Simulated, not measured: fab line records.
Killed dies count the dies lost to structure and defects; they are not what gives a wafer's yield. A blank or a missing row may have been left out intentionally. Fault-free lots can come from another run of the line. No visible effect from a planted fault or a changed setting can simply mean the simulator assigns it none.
Matching of chambers    flow gf180mcu    GF_STI_CMP_25 on cmp-01: 4 sister chambers
The step polishes, stops on Si3N4, t overpolish 33 s, target thk 524.6 nm. 4 wafers are shown with their chamber, then 10 later ones without.

== WAFERS WITH THEIR CHAMBER ==
wafer   chamber  motor-current-A (A)
L303.4  1        12.2
L304.1  2        10.6
L308.1  0        10.8
L308.2  3        13.5

== WAFERS WHOSE CHAMBER IS MISSING ==
wafer   motor-current-A (A)
L308.3  12.1
L309.1  11.6
L309.2  12.7
L309.3  10.7
L311.2  13.9
L311.3  10.9
L311.4  12.3
L315.3  13.4
L315.4  10.3
L315.6  13.0

== THE CHAMBER EACH PASSED THROUGH ==
wafer   from the rows above           in truth
L308.3  1                             1
L309.1  can't be placed: 1 or 0 or 2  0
L309.2  can't be placed: 1 or 3       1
L309.3  can't be placed: 2 or 0       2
L311.2  3                             3
L311.3  can't be placed: 0 or 2       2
L311.4  1                             1
L315.3  3                             3
L315.4  can't be placed: 2 or 0       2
L315.6  can't be placed: 3 or 1       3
Correctly placed: 4 of 10. Not placeable from these rows: 6 (in 6, the candidates include the true chamber). 0 placed wrongly.
How it was worked out, from the rows above alone: a wafer's distance from a chamber is the root of the sum, over the readings, of the square of ((its reading less the chamber's mean) divided by the reading's scatter). The wafer belongs to the nearest chamber; if the next one is less than 2 further off, it can't be placed. A chamber's mean is the mean of its shown wafers. The scatter: with one shown wafer a chamber, the root of the mean of the squares of how far each hidden wafer lies from its nearest shown one.
